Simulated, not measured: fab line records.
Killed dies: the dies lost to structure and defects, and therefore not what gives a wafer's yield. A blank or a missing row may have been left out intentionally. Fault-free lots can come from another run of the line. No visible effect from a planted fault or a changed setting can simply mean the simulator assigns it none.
A struck lot beside a sound one || flow gf180mcu || 16 steps out of a route of 602
Sound: these wafers, L887.2, L887.4, L887.5. The struck wafers were L891.1, L891.4, L891.5. The cause comes at the end.
For every step that has rows: the tool of each side, followed by ch and its chambers, followed by its first start. Under that, the readings that differ: sound wafers || struck wafers || difference of the means || sigmas: that difference in standard deviations of wafers without a fault.
alike: same words and numbers on both sides, and readings whose means sit less than 2 such deviations apart. not compared: any withheld reading, any reading some wafer has no value for, any bound like >300 that may hide the same value, and any number with overlapping values for which the record gives no deviation.
A row with sigmas, a row that says differs or no value, or rows on one side alone: a step with any of these is where the two part. Non-overlapping numbers with no deviation appear without sigmas and do not part them. Lack of a reading on every wafer of one side parts them only where that side has two or more wafers.

first, 1 step without rows for these wafers: GF_TOP_METAL_CLEAN_19 (cleans in DIW).
GF_PASSIVATION_CVD_00: deposits SiO2 from TEOS, target thk 1000 nm, time 111.95 s.
  sound on pecvd-02 ch 0,1,2, day 31 16:23; struck on pecvd-01 ch 0,2, day 32 07:11
  alike: heaterPowerW
GF_PASSIVATION_THK_MEAS_01:
  sound on filmMetro-04 at day 31 16:29; struck on filmMetro-04 at day 32 07:16
  alike: PASSIVATION_CVD_00_THK
GF_PASSIVATION_CVD_02: deposits Si3N4, target thk 700 nm, time 486.18 s.
  sound on pecvd-04 ch 1,2, day 31 16:32; struck on pecvd-04 ch 1,2, day 32 07:20
  alike: heaterPowerW
GF_PASSIVATION_THK_MEAS_03:
  sound on filmMetro-01 at day 31 16:50; struck on filmMetro-01 at day 32 07:37
  alike: PASSIVATION_CVD_02_THK
then, 7 steps without rows for these wafers: GF_PASSIVATION_DEHYDRATE_04 (time 60 s); GF_PASSIVATION_HMDS_05 (prime time 60 s); GF_PASSIVATION_COAT_06 (resist thk 4000 nm); GF_PASSIVATION_SOFTBAKE_07; GF_PASSIVATION_EXPOSE_08 (exposes mask Pad, target cd 40000 nm); GF_PASSIVATION_PEB_09; GF_PASSIVATION_DEVELOP_10 (develop time 60 s).
GF_PASSIVATION_ETCH_11: etches the open film in CF4/O2, stops on TiN, target depth 2040 nm, time 453.3 s.
  sound on rieDiel-01 ch 0,1, day 32 09:04; struck on rieDiel-01 ch 1,2, day 32 23:37
{"reading": "oesProductAu (a.u.)", "sound": "0.978 0.982 0.986", "struck": "0.989 1.004 1.000", "difference": "+0.016", "sigmas": "+2"}
{"reading": "rfFwdPowerW (W)", "sound": "799.3 798.4 800.3", "struck": "925.1 928.9 927.1", "difference": "+127.7", "sigmas": "+58"}
{"reading": "model.coat_of_PASSIVATION_COAT_06.thkNm (nm)", "sound": "2671 2660 2643", "struck": "2418 2445 2411", "difference": -233, "sigmas": ""}
  alike: biasW, drypumpMotorCurrentA, throttleValvePct
  not compared: rfHoursCounterH
GF_PASSIVATION_STRIP_12: strips in O2/N2.
  sound on plasmaAsher-02 ch 0,1, day 32 09:20; struck on plasmaAsher-04 ch 0, day 32 23:53
{"reading": "stripTimeToEndpointS (s)", "sound": "33.26 33.17 33.00", "struck": "30.38 30.69 30.30", "difference": -2.69, "sigmas": -13}
  alike: drypumpMotorCurrentA, heaterPowerW, oesProductAu
  not compared: rfHoursCounterH
then, 1 step without rows for these wafers: GF_PASSIVATION_ANNEAL_13 (time 1800 s).
GF_PASSIVATION_PROBE_99:
  rows exist in the record for the struck wafers here (prober-02, day 33 01:37), but not for the sound ones

WHERE THEY PART
At GF_PASSIVATION_ETCH_11 first; at GF_PASSIVATION_PROBE_99 last (within this record only).

WHY: what had been put in by the simulator
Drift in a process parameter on rieDiel-01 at GF_PASSIVATION_ETCH_11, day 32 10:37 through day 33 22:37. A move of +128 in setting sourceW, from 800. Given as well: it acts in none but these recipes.
